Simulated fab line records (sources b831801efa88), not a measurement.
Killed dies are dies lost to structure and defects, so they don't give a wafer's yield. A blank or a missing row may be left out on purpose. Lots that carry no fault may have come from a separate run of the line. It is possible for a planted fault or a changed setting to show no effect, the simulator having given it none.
Chamber matching | flow sky130 | SKY_POLY_CUT_ETCH_10 on rieDiel-04: 4 sister chambers
The step etches BARC in N2/H2, stops on SiO2, time 45.9 s, target depth 60 nm. 4 wafers are shown with their chamber, then 10 later ones without.

== EACH WAFER AND ITS CHAMBER ==
wafer  | chamber | chamberPressureMTorr (mTorr)
L080.4 | 0       | 29.956
L090.1 | 2       | 30.022
L092.1 | 1       | 30.021
L092.2 | 3       | 30.050

== WAFERS MISSING THEIR CHAMBER ==
wafer  | chamberPressureMTorr (mTorr)
L092.3 | 30.008
L095.1 | 30.033
L095.2 | 30.001
L095.5 | 30.003
L096.1 | 30.010
L096.5 | 30.060
L096.6 | 30.009
L097.4 | 30.033
L097.5 | 30.049
L097.6 | 29.947

== EACH ONE'S CHAMBER ==
wafer  | from the rows above          | in truth
L092.3 | can't be placed: 1 or 2      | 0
L095.1 | can't be placed: 2 or 1 or 3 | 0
L095.2 | can't be placed: 1 or 2 or 0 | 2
L095.5 | can't be placed: 1 or 2      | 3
L096.1 | can't be placed: 1 or 2      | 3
L096.5 | 3                            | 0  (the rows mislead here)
L096.6 | can't be placed: 1 or 2      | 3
L097.4 | can't be placed: 2 or 1 or 3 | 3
L097.5 | 3                            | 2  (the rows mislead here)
L097.6 | 0                            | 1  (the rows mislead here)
Placed correctly: 0 of 10. Can't be placed from these rows: 7 (the true chamber is among the candidates in 2). Placed wrongly: 3.
How it was worked out, from the rows above alone: a wafer's distance from a chamber is the root of the sum, over the readings, of the square of ((its reading less the chamber's mean) divided by the reading's scatter). If the next closest chamber is less than 2 further off than the closest, the wafer can't be placed; otherwise it belongs to the closest. Each chamber's mean is taken over the wafers shown for it. The scatter (one wafer shown for each chamber): square how far every hidden wafer sits from the nearest shown wafer, average those squares and take the square root.
